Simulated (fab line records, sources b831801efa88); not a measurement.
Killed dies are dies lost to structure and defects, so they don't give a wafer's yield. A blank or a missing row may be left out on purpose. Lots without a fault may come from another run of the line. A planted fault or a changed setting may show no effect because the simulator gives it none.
One fault seen from 2 desks | flow sky130 | each desk has only its own numbers; what lay behind them comes last

THE METROLOGY DESK
What the gauges read, lot by lot, whatever tool the lot ran on: means of the sampled wafers that have a number. A lot is out of limits, marked OUT, if its mean lies more than 4 standard deviations from the usual mean; the brackets give that distance.
Columns: A = SONOS_TUNNEL_OVL at SKY_SONOS_TUNNEL_OVL_MEAS_08, usual 0.2 nm; B = POLY_GATE_CVD_03_THK at SKY_POLY_GATE_THK_MEAS_04, usual 74.7 nm; C = LDD_LDN_TW at SKY_LDD_LDN_TW_MEAS_13, usual 1486
lot  | first seen here | A    | B    | C
L308 | day 11 01:53    | -0.4 | 76.2 | 1498
L310 | day 11 22:32    | 0.1  | 75.2 | 1463
L311 | day 12 00:26    | 2.0  | 75.0 | 1487
L312 | day 12 10:03    | -1.7 | 75.3 | 1495
L315 | day 13 12:02    | -2.6 | 74.8 | 1488
L319 | day 14 20:43    | 0.3  | 74.9 | 1473
L321 | day 15 09:34    | -0.3 | 74.1 | 1552 (+4.7) OUT
L322 | day 16 02:55    | 2.8  | 75.3 | 1534
L324 | day 16 14:49    | -0.8 | 74.4 | 1495
L326 | day 16 23:50    | -0.2 | 74.9 | 1490
L330 | day 18 08:49    | -1.2 | 75.7 | 1477
L331 | day 18 21:17    | 0.5  | 75.0 | 1478
This desk's finding: out of limits on L321; first on L321, day 27 08:14 (LDD_LDN_TW at SKY_LDD_LDN_TW_MEAS_13). In limits: L308, L310, L311, L312, L315, L319, L322, L324, L326, L330, L331.

THE TOOL OWNER'S DESK: implanter-04
The tool's own readings at SKY_LDD_LDN_IMPLANT_10: means of the sampled wafers that have a number, for each lot that ran on this tool. A lot is out of limits, marked OUT, if its mean lies more than 4 standard deviations from the usual mean; the brackets give that distance.
Columns: A = beam_energy_keV at SKY_LDD_LDN_IMPLANT_10, usual 15.001; B = dose_ions_cm2 at SKY_LDD_LDN_IMPLANT_10, usual 1.2499e+13; C = faraday_current_uA at SKY_LDD_LDN_IMPLANT_10, usual 70.3
lot  | first seen here | A      | B                            | C
L308 | day 22 12:27    | 14.995 | 1.2495e+13                   | 71.3
L312 | day 24 01:15    | 15.002 | 1.2509e+13                   | 69.8
L321 | day 27 07:51    | 14.996 | 1.8956e+13 (+99 or more) OUT | 105.1 (+23) OUT
L322 | day 28 08:21    | 15.007 | 1.8978e+13 (+99 or more) OUT | 103.2 (+22) OUT
This desk's finding: out of limits on L321, L322; first on L321, day 27 07:51 (dose_ions_cm2 at SKY_LDD_LDN_IMPLANT_10). In limits: L308, L312.

PUT TOGETHER
The tool owner's desk could have raised an alarm at day 27 07:51, on L321, L322.
The metrology desk could have raised an alarm at day 27 08:14, on L321.
The metrology desk has L322 on record, within its limits.
Of the lots named, all ran SKY_LDD_LDN_IMPLANT_10 on implanter-04.

WHAT THE SIMULATOR HAD PUT IN
Process parameter drift: implanter-04, from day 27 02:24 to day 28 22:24, at SKY_LDD_LDN_IMPLANT_10. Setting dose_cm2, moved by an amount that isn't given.
Lots struck among those shown: L321, L322.
Hours from the fault's start to each desk's first reading out of limits: the tool owner's desk, 5; the metrology desk, 6.
